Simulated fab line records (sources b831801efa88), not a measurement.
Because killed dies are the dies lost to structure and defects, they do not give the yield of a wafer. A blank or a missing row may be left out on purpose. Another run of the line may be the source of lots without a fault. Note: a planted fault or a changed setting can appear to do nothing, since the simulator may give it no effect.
What tool caused it? || flow sky130 || 12 lots with 36 wafers sampled at 2 steps, on a route of 708 steps

WHAT THE GAUGES SHOWED, per wafer
SKY_CONTACT_THK_MEAS_03.
{"lot": "L266", "measured": "day 30 13:53", "on": "film_metro-01", "CONTACT_HDPCVD_THK (nm)": "564 567 569"}
{"lot": "L267", "measured": "day 30 23:38", "on": "film_metro-01", "CONTACT_HDPCVD_THK (nm)": "565 564 571"}
{"lot": "L268", "measured": "day 31 05:29", "on": "film_metro-02", "CONTACT_HDPCVD_THK (nm)": "564 572 570"}
{"lot": "L270", "measured": "day 31 20:34", "on": "film_metro-02", "CONTACT_HDPCVD_THK (nm)": "567 569 568"}
{"lot": "L271", "measured": "day 32 06:01", "on": "film_metro-02", "CONTACT_HDPCVD_THK (nm)": "574 573 568"}
{"lot": "L272", "measured": "day 32 23:17", "on": "film_metro-01", "CONTACT_HDPCVD_THK (nm)": "566 572 571"}
{"lot": "L275", "measured": "day 33 19:38", "on": "film_metro-01", "CONTACT_HDPCVD_THK (nm)": "559 567 576"}
{"lot": "L277", "measured": "day 34 22:58", "on": "film_metro-01", "CONTACT_HDPCVD_THK (nm)": "564 573 567"}
{"lot": "L276", "measured": "day 35 01:42", "on": "film_metro-01", "CONTACT_HDPCVD_THK (nm)": "574 569 565"}
{"lot": "L279", "measured": "day 35 19:59", "on": "film_metro-03", "CONTACT_HDPCVD_THK (nm)": "563 559 571"}
{"lot": "L280", "measured": "day 35 23:19", "on": "film_metro-03", "CONTACT_HDPCVD_THK (nm)": "563 565 565"}
{"lot": "L287", "measured": "day 37 12:15", "on": "film_metro-02", "CONTACT_HDPCVD_THK (nm)": "564 575 575"}

SKY_CONTACT_CD_MEAS_14: target cd 170 nm.
{"lot": "L266", "measured": "day 31 18:34", "on": "cd_sem-01", "cd_nm (nm)": "169.8 169.3 169.0"}
{"lot": "L267", "measured": "day 32 03:26", "on": "cd_sem-01", "cd_nm (nm)": "169.1 168.7 167.6"}
{"lot": "L268", "measured": "day 32 09:50", "on": "cd_sem-01", "cd_nm (nm)": "170.7 169.3 169.6"}
{"lot": "L270", "measured": "day 33 00:09", "on": "cd_sem-01", "cd_nm (nm)": "168.5 168.9 167.3"}
{"lot": "L271", "measured": "day 33 08:43", "on": "cd_sem-02", "cd_nm (nm)": "170.4 170.8 170.2"}
{"lot": "L272", "measured": "day 34 02:37", "on": "cd_sem-01", "cd_nm (nm)": "169.2 169.3 168.8"}
{"lot": "L275", "measured": "day 34 23:27", "on": "cd_sem-01", "cd_nm (nm)": "171.4 171.3 171.1"}
{"lot": "L277", "measured": "day 36 02:08", "on": "cd_sem-01", "cd_nm (nm)": "169.2 169.4 168.9"}
{"lot": "L276", "measured": "day 36 04:33", "on": "cd_sem-01", "cd_nm (nm)": "169.0 168.9 170.7"}
{"lot": "L279", "measured": "day 36 22:52", "on": "cd_sem-01", "cd_nm (nm)": "171.6 172.0 171.0"}
{"lot": "L280", "measured": "day 37 01:44", "on": "cd_sem-01", "cd_nm (nm)": "168.3 168.3 168.1"}
{"lot": "L287", "measured": "day 38 15:11", "on": "cd_sem-01", "cd_nm (nm)": "169.0 168.7 169.2"}

WHICH TOOL RAN EACH LOT (tool, then ch and the chambers of the sampled wafers, then the start)
Before these readings, the record contains no process step.

WHAT THE TOOLS THEMSELVES READ (means of the sampled wafers that have a number; where no wafer has one, the mark that the record gives instead)
The record holds no such reading with a usual standard deviation.

THE ANSWER, worked out from the rows above alone
Rule: what is usual is taken from the lots themselves. Put in order of their means at a reading, lots are off if they are a third of the lots or fewer, leave a main group of 4 or more, and stand apart from it by a gap of 3 or more times the standard deviation of the main group's means; of several such gaps the widest counts. A main group whose means are all the same, to the digits that the tables above print for the reading, isn't used. A lot without any number at a reading at which 4 lots or more have one is off too. All remaining lots with rows at the step are treated as sound. First the gauges in route order, then the tools' own readings, where a lot's mean is used as printed above. The first step at which some lot is off is used, and at that step the reading that is off furthest; a lot without a number counts as furthest.
No lot is off at any reading shown: from this, nothing can be told.

WHAT THE SIMULATOR PUT IN
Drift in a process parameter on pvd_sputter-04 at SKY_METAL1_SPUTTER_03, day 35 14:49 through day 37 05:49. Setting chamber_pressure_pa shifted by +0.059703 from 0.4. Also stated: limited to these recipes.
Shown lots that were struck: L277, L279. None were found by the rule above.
